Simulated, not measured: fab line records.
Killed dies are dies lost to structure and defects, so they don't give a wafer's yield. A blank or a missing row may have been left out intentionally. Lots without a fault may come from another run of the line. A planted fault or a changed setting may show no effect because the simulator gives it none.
Which tool is to blame? -- flow gf180mcu -- 36 wafers sampled from 12 lots at 1 step of a route of 602

== WHAT THE GAUGES READ, wafer by wafer ==
GF_SAB_THK_MEAS_01.
lot,measured,on,SAB_CVD_00_THK (nm)
L075,day 14 15:34,film-metro-01,50.1 49.3 50.6
L077,day 15 07:13,film-metro-01,49.8 50.4 50.3
L079,day 15 23:56,film-metro-01,50.1 49.9 51.0
L081,day 16 21:28,film-metro-01,50.2 51.0 50.5
L083,day 17 13:53,film-metro-01,50.4 50.0 51.3
L085,day 18 05:13,film-metro-04,49.5 49.7 49.9
L087,day 18 17:58,film-metro-04,50.1 49.4 50.4
L089,day 19 17:12,film-metro-04,50.0 50.5 50.3
L091,day 20 07:26,film-metro-04,50.4 50.9 50.4
L093,day 20 21:29,film-metro-02,50.4 50.7 50.5
L095,day 21 14:25,film-metro-04,49.8 50.4 50.3
L097,day 22 04:49,film-metro-02,50.1 50.2 50.4

== TOOL THAT RAN EACH LOT (tool first, then ch and the chambers of the sampled wafers, then the start) ==
The record shows no process step preceding these readings.

== THE ANSWER, worked out from the rows above alone ==
Rule: the usual values come from the lots themselves. The widest of any qualifying gaps counts: lots, ordered by their means at a reading, are off when they make up no more than a third of the lots, leave a main group of 4 or more, and stand apart from it by 3 or more times the standard deviation of that group's means. If all means in a main group match to the digits the tables above print for the reading, that group is not used. A lot without any number at a reading at which 4 lots or more have one is off too. The other lots that the step has rows for count as sound.
No lot is off at any reading shown: from this, nothing can be told.

== WHAT THE SIMULATOR HAD PUT IN ==
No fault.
